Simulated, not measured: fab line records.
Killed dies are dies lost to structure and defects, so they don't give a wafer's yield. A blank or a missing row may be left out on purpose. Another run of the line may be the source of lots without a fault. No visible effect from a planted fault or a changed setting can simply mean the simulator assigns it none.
What tool caused it?	flow sky130	13 lots with 39 wafers sampled at 5 steps, on a route of 708 steps

## WHAT THE GAUGES READ, wafer by wafer
SKY_POLY_GATE_THK_MEAS_01.
lot	measured	on	POLY_GATE_CVD_00_THK (nm)
L914	day 13 21:22	filmMetro-04	178.6 178.1 179.2
L915	day 14 10:11	filmMetro-02	179.7 178.3 178.9
L916	day 14 15:17	filmMetro-04	178.9 178.8 178.3
L917	day 15 04:02	filmMetro-01	182.2 182.3 180.9
L919	day 15 19:47	filmMetro-04	181.2 181.5 180.0
L924	day 18 14:31	filmMetro-02	175.9 177.8 176.6
L925	day 18 17:47	filmMetro-01	181.5 180.5 180.9
L926	day 18 17:47	filmMetro-02	178.9 180.6 180.8
L928	day 19 11:14	filmMetro-02	179.5 180.6 180.6
L931	day 20 05:40	filmMetro-01	180.6 180.4 179.9
L935	day 21 08:29	filmMetro-04	179.7 179.0 179.2
L936	day 21 19:19	filmMetro-02	178.0 179.1 180.8
L937	day 22 05:16	filmMetro-02	178.1 177.2 178.3

SKY_POLY_GATE_THK_MEAS_04.
lot	measured	on	POLY_GATE_CVD_03_THK (nm)
L914	day 15 01:59	filmMetro-02	73.9 74.6 74.2
L915	day 15 15:50	filmMetro-01	74.4 73.7 74.2
L916	day 16 00:37	filmMetro-02	74.5 74.1 74.9
L917	day 16 10:35	filmMetro-01	74.3 74.4 74.4
L919	day 17 01:32	filmMetro-01	74.5 75.1 75.2
L924	day 19 22:52	filmMetro-04	74.9 74.3 74.3
L925	day 20 01:26	filmMetro-02	74.1 74.5 74.1
L926	day 20 03:50	filmMetro-04	75.2 74.4 74.9
L928	day 20 18:22	filmMetro-04	76.1 75.9 76.1
L931	day 21 13:41	filmMetro-01	75.3 75.5 75.5
L935	day 22 17:17	filmMetro-01	74.8 74.4 74.3
L936	day 23 02:56	filmMetro-04	75.6 75.6 76.0
L937	day 23 22:09	filmMetro-01	74.8 74.7 73.9

SKY_POLY_GATE_CD_MEAS_13: the cd target is 150 nm.
lot	measured	on	cdNm (nm)
L914	day 16 05:34	cdSem-01	149.2 147.9 149.3
L915	day 16 20:07	cdSem-02	147.6 148.8 149.2
L916	day 17 05:04	cdSem-01	148.7 149.5 150.4
L917	day 17 14:56	cdSem-01	149.8 149.0 150.2
L919	day 18 05:37	cdSem-02	148.1 147.8 148.8
L924	day 21 05:15	cdSem-02	147.7 149.9 149.3
L925	day 21 08:10	cdSem-01	151.5 152.0 150.4
L926	day 21 09:46	cdSem-01	148.0 148.5 148.4
L928	day 22 01:12	cdSem-02	147.6 149.4 147.9
L931	day 22 20:07	cdSem-02	150.4 151.3 149.6
L935	day 23 22:56	cdSem-01	150.1 149.9 149.8
L936	day 24 07:27	cdSem-01	149.4 149.4 150.2
L937	day 25 04:08	cdSem-02	149.0 147.2 149.1

## EACH LOT AND THE TOOL THAT RAN IT (in order: tool; ch and the chambers of the sampled wafers; start)
lot	SKY_GATE_OXIDE_COAT_05	SKY_GATE_OXIDE_STRIP_13
L914	lithoTrack-01 ch 0, day 13 04:11	plasmaAsher-01 ch 0,1, day 13 17:00
L915	lithoTrack-03 ch 0, day 13 16:37	plasmaAsher-03 ch 0,1, day 14 06:37
L916	lithoTrack-02 ch 0, day 13 21:39	plasmaAsher-03 ch 0,1, day 14 11:43
L917	lithoTrack-01 ch 0, day 14 10:35	plasmaAsher-01 ch 0,1, day 15 00:31
L919	lithoTrack-03 ch 0, day 15 01:11	plasmaAsher-03 ch 0,1, day 15 15:34
L924	lithoTrack-03 ch 0, day 17 19:34	plasmaAsher-03 ch 0,1, day 18 10:56
L925	lithoTrack-01 ch 0, day 17 22:32	plasmaAsher-01 ch 0,1, day 18 13:26
L926	lithoTrack-03 ch 0, day 17 22:43	plasmaAsher-01 ch 0,1, day 18 13:40
L928	lithoTrack-03 ch 0, day 18 16:01	plasmaAsher-01 ch 0,1, day 19 08:17
L931	lithoTrack-02 ch 0, day 19 11:12	plasmaAsher-03 ch 0,1, day 20 02:43
L935	lithoTrack-01 ch 0, day 20 13:58	plasmaAsher-04 ch 0,1, day 21 05:32
L936	lithoTrack-02 ch 0, day 21 00:00	plasmaAsher-01 ch 0,1, day 21 15:29
L937	lithoTrack-02 ch 0, day 21 09:14	plasmaAsher-04 ch 0,1, day 22 01:13
- SKY_GATE_OXIDE_COAT_05: resist thk 1140 nm.
- SKY_GATE_OXIDE_STRIP_13: strips in O2/N2.

## AS READ BY THE TOOLS THEMSELVES (means over the sampled wafers that have a number; for cases with no such wafer, the mark the record gives instead)
SKY_GATE_OXIDE_STRIP_13.
lot	tool	drypumpMotorCurrentA (A)	oesProductAu (a.u.)	stripTimeToEndpointS (s)
L914	plasmaAsher-01	5.9	0.718	14.20
L915	plasmaAsher-03	5.5	0.714	14.15
L916	plasmaAsher-03	5.3	0.719	14.21
L917	plasmaAsher-01	6.0	0.709	14.20
L919	plasmaAsher-03	5.5	0.719	14.19
L924	plasmaAsher-03	5.2	0.716	14.14
L925	plasmaAsher-01	6.0	0.712	14.20
L926	plasmaAsher-01	5.9	0.577	9.02
L928	plasmaAsher-01	6.0	0.643	11.60
L931	plasmaAsher-03	5.3	0.714	14.18
L935	plasmaAsher-04	5.5	0.715	14.21
L936	plasmaAsher-01	5.8	0.707	14.18
L937	plasmaAsher-04	5.5	0.716	14.19

## THE ANSWER, worked out from the rows above alone
Rule: what is usual is taken from the lots themselves. The widest of any qualifying gaps counts: lots, ordered by their means at a reading, are off when they make up no more than a third of the lots, leave a main group of 4 or more, and stand apart from it by 3 or more times the standard deviation of that group's means. The tables above print the reading to a certain number of digits; a main group whose means all agree to those digits is not used. A lot without any number at a reading at which 4 lots or more have one is off too. Any other lot the step has rows for is counted as sound. After the gauges, taken in route order, come the tools' own readings; for these a lot's mean is taken, as printed above. The first step at which some lot is off is used, and at that step the reading that is off furthest; a lot without a number counts as furthest.
Off: L926, L928 (SKY_GATE_OXIDE_STRIP_13, stripTimeToEndpointS). Main group: mean 14.19 s, sd 0.022.
If a tool, at that step or one of the process steps before it, ran each lot that is off and ran no sound lot following the first of them, it fits. One candidate fits, namely lithoTrack-03 at SKY_GATE_OXIDE_COAT_05. Its last sound lot is L924 (day 17 19:34), its first lot that is off L926 (day 17 22:43): a fault that began between those two fits.

## WHAT WAS PUT IN BY THE SIMULATOR
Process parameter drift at SKY_GATE_OXIDE_COAT_05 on lithoTrack-03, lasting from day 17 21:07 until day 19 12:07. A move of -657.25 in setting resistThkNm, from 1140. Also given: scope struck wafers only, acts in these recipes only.
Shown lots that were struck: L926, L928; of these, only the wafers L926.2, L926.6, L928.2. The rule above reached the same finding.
